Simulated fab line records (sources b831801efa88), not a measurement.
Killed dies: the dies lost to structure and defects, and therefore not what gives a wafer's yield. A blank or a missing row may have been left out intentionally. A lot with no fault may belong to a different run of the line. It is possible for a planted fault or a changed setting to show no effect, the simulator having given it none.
The tool behind it: which one? / flow sky130 / 13 lots (39 wafers sampled), 1 step of a 708-step route

== WHAT THE GAUGES READ, wafer by wafer ==
Not one reading of a measure or inspect step in the record can be checked against a usual standard deviation.

== TOOL THAT RAN EACH LOT (tool first, then ch and the chambers of the sampled wafers, then the start) ==
lot=L672; SKY_DNWELL_EXPOSE_04=iline stepper-01 ch 0, day 3 00:14
lot=L675; SKY_DNWELL_EXPOSE_04=iline stepper-01 ch 0, day 3 15:25
lot=L676; SKY_DNWELL_EXPOSE_04=iline stepper-02 ch 0, day 3 19:15
lot=L677; SKY_DNWELL_EXPOSE_04=iline stepper-02 ch 0, day 4 00:07
lot=L678; SKY_DNWELL_EXPOSE_04=iline stepper-02 ch 0, day 4 08:40
lot=L680; SKY_DNWELL_EXPOSE_04=iline stepper-02 ch 0, day 4 15:32
lot=L685; SKY_DNWELL_EXPOSE_04=iline stepper-02 ch 0, day 5 15:35
lot=L687; SKY_DNWELL_EXPOSE_04=iline stepper-01 ch 0, day 6 11:05
lot=L689; SKY_DNWELL_EXPOSE_04=iline stepper-02 ch 0, day 6 15:46
lot=L690; SKY_DNWELL_EXPOSE_04=iline stepper-02 ch 0, day 6 19:34
lot=L692; SKY_DNWELL_EXPOSE_04=iline stepper-02 ch 0, day 7 09:53
lot=L693; SKY_DNWELL_EXPOSE_04=iline stepper-02 ch 0, day 7 16:10
lot=L695; SKY_DNWELL_EXPOSE_04=iline stepper-02 ch 0, day 8 00:58
- SKY_DNWELL_EXPOSE_04: exposes mask DNM, target cd 3000 nm.

== AS READ BY THE TOOLS THEMSELVES (means over the sampled wafers that have a number; for cases with no such wafer, the mark the record gives instead) ==
SKY_DNWELL_EXPOSE_04.
lot=L672; tool=iline stepper-01; reticle temp C (C)=22.99
lot=L675; tool=iline stepper-01; reticle temp C (C)=23.00
lot=L676; tool=iline stepper-02; reticle temp C (C)=22.91
lot=L677; tool=iline stepper-02; reticle temp C (C)=23.16
lot=L678; tool=iline stepper-02; reticle temp C (C)=23.10
lot=L680; tool=iline stepper-02; reticle temp C (C)=22.97
lot=L685; tool=iline stepper-02; reticle temp C (C)=22.94
lot=L687; tool=iline stepper-01; reticle temp C (C)=23.10
lot=L689; tool=iline stepper-02; reticle temp C (C)=23.03
lot=L690; tool=iline stepper-02; reticle temp C (C)=22.99
lot=L692; tool=iline stepper-02; reticle temp C (C)=22.91
lot=L693; tool=iline stepper-02; reticle temp C (C)=23.11
lot=L695; tool=iline stepper-02; reticle temp C (C)=23.11

== THE ANSWER, worked out from the rows above alone ==
Rule: what is usual is taken from the lots themselves. The widest of any qualifying gaps counts: lots, ordered by their means at a reading, are off when they make up no more than a third of the lots, leave a main group of 4 or more, and stand apart from it by 3 or more times the standard deviation of that group's means. If all means in a main group match to the digits the tables above print for the reading, that group is not used. A lot without any number at a reading at which 4 lots or more have one is off too. Any other lot the step has rows for is counted as sound. Order of review: gauges by route order, followed by the tools' own readings, for which a lot's mean as printed above is used. At the first step where some lot is off, the reading lying furthest off is the one used; lots without a number count as furthest.
None of the lots is off at any reading shown; this tells nothing.

== WHAT THE SIMULATOR HAD INSERTED ==
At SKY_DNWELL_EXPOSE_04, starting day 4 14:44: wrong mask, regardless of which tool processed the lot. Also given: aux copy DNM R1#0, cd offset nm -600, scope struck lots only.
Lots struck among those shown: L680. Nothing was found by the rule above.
